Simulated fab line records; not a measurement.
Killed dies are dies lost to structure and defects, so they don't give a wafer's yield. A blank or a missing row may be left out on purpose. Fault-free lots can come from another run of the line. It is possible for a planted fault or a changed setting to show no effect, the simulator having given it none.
Matching of chambers + flow sky130 + rie diel-03 running SKY_LI_CONTACT_ETCH_15: 4 sister chambers
The step etches PSG in C4F8/O2/Ar, stops on Si, target depth 600 nm. 8 wafers are shown with their chamber, then 10 later ones without.

== WAFERS WITH THEIR CHAMBER ==
| wafer  | chamber | oes product au (a.u.) |
|--------|---------|-----------------------|
| L084.4 | 3       | 0.832                 |
| L088.1 | 1       | 0.835                 |
| L088.6 | 2       | 0.836                 |
| L090.1 | 2       | 0.838                 |
| L090.2 | 0       | 0.826                 |
| L090.3 | 3       | 0.838                 |
| L090.4 | 1       | 0.839                 |
| L090.5 | 0       | 0.833                 |

== WAFERS MISSING THEIR CHAMBER ==
| wafer  | oes product au (a.u.) |
|--------|-----------------------|
| L090.6 | 0.837                 |
| L091.1 | 0.837                 |
| L091.2 | 0.838                 |
| L091.6 | 0.836                 |
| L095.1 | 0.834                 |
| L095.4 | 0.829                 |
| L095.6 | 0.836                 |
| L097.2 | 0.835                 |
| L097.3 | 0.841                 |
| L097.4 | 0.836                 |

== WHICH CHAMBER EACH ONE RAN IN ==
| wafer  | from the rows above               | in truth |
|--------|-----------------------------------|----------|
| L090.6 | can't be placed: 1 or 2 or 3      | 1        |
| L091.1 | can't be placed: 1 or 2 or 3      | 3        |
| L091.2 | can't be placed: 1 or 2 or 3      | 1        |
| L091.6 | can't be placed: 1 or 2 or 3 or 0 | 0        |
| L095.1 | can't be placed: 3 or 1 or 2 or 0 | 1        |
| L095.4 | can't be placed: 0 or 3           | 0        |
| L095.6 | can't be placed: 1 or 2 or 3 or 0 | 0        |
| L097.2 | can't be placed: 3 or 1 or 2 or 0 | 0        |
| L097.3 | can't be placed: 1 or 2 or 3      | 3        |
| L097.4 | can't be placed: 1 or 2 or 3 or 0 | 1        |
Correctly placed: 0 of 10. These rows do not allow placing 10 (true chamber among the candidates in 10). Wrongly placed: 0.
How it was worked out, from the rows above alone: a wafer's distance from a chamber is the root of the sum, over the readings, of the square of ((its reading less the chamber's mean) divided by the reading's scatter). If the next closest chamber is less than 2 further off than the closest, the wafer can't be placed; otherwise it belongs to the closest. Each chamber's mean is taken over the wafers shown for it. The scatter: take each reading less its chamber's mean, square it, sum over the shown wafers, divide by the number of wafers less the number of chambers, and take the root.
